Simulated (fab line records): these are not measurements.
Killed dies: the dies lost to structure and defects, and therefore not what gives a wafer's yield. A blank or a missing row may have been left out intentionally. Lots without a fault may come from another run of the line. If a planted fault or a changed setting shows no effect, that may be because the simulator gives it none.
One fault through the eyes of 2 desks	flow gf180mcu	only its own numbers are on each desk; what lay behind them is given at the end

== AT THE TOOL OWNER'S DESK: pecvd-04 ==
The tool's own readings at GF_MIM_CVD_05 (deposits Si3N4, target thk 42 nm, time 29.086 s): means of the sampled wafers that have a number, for each lot that ran on this tool. Marked OUT: a lot whose mean sits more than 4 standard deviations from the usual mean, which makes it out of limits; the brackets give that distance.
Columns: A = heater_power_w at GF_MIM_CVD_05, usual 638 W; B = run_length_s at GF_MIM_CVD_05, usual 57.1 s
lot	first seen here	A	B
L845	day 24 12:01	595	57.5
L846	day 25 01:32	534	57.1
L851	day 26 18:41	614	55.7
L852	day 27 00:13	635	53.2 (-7.7) OUT
L853	day 27 04:14	576	55.0 (-4.1) OUT
L861	day 29 17:24	551	57.2
L866	day 30 20:47	601	57.3
L868	day 31 17:10	613	57.1
This desk finds L852, L853 out of limits, L852 being first, at day 27 00:13 (run_length_s at GF_MIM_CVD_05). L845, L846, L851, L861, L866, L868: within limits.

== AT THE METROLOGY DESK ==
What the gauges read for every lot (on any tool): the sampled wafers with a number, averaged. Marked OUT: a lot whose mean sits more than 4 standard deviations from the usual mean, which makes it out of limits; the brackets give that distance.
Columns: A = cd_nm at GF_V4_CD_MEAS_14, usual 260.0 nm; B = MIM_CVD_05_THK at GF_MIM_THK_MEAS_06, usual 42.0 nm
lot	first seen here	A	B
L845	day 24 10:15	258.2	41.6
L846	day 24 23:50	259.6	41.8
L851	day 26 16:59	261.2	40.5
L852	day 26 22:28	259.5	37.0 (-8.9) OUT
L853	day 27 02:31	259.5	39.4 (-4.7) OUT
L860	day 29 05:27	260.5	42.5
L861	day 29 15:31	260.3	42.5
L862	day 29 18:01	258.7	42.0
L863	day 30 05:11	260.5	42.5
L864	day 30 11:57	259.6	40.8
L866	day 30 19:03	261.0	42.3
L867	day 31 00:22	260.9	42.2
L868	day 31 15:25	260.2	42.4
This desk finds L852, L853 out of limits, with the earliest case on L852 at day 27 00:16 (MIM_CVD_05_THK at GF_MIM_THK_MEAS_06). L845, L846, L851, L860, L861, L862, L863, L864, L866, L867, L868: within limits.

== ALL TOGETHER ==
An alarm could have come from the tool owner's desk at day 27 00:13, on L852, L853.
The metrology desk could have raised an alarm at day 27 00:16, on L852, L853.
All the named lots went through GF_MIM_CVD_05 on pecvd-04.

== WHAT THE SIMULATOR HAD INSERTED ==
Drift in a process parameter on pecvd-04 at GF_MIM_CVD_05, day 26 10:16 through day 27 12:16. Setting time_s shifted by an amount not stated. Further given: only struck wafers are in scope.
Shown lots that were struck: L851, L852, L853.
Counting hours from when the fault started, the first reading out of limits came at 14 for the tool owner's desk and at 14 for the metrology desk.
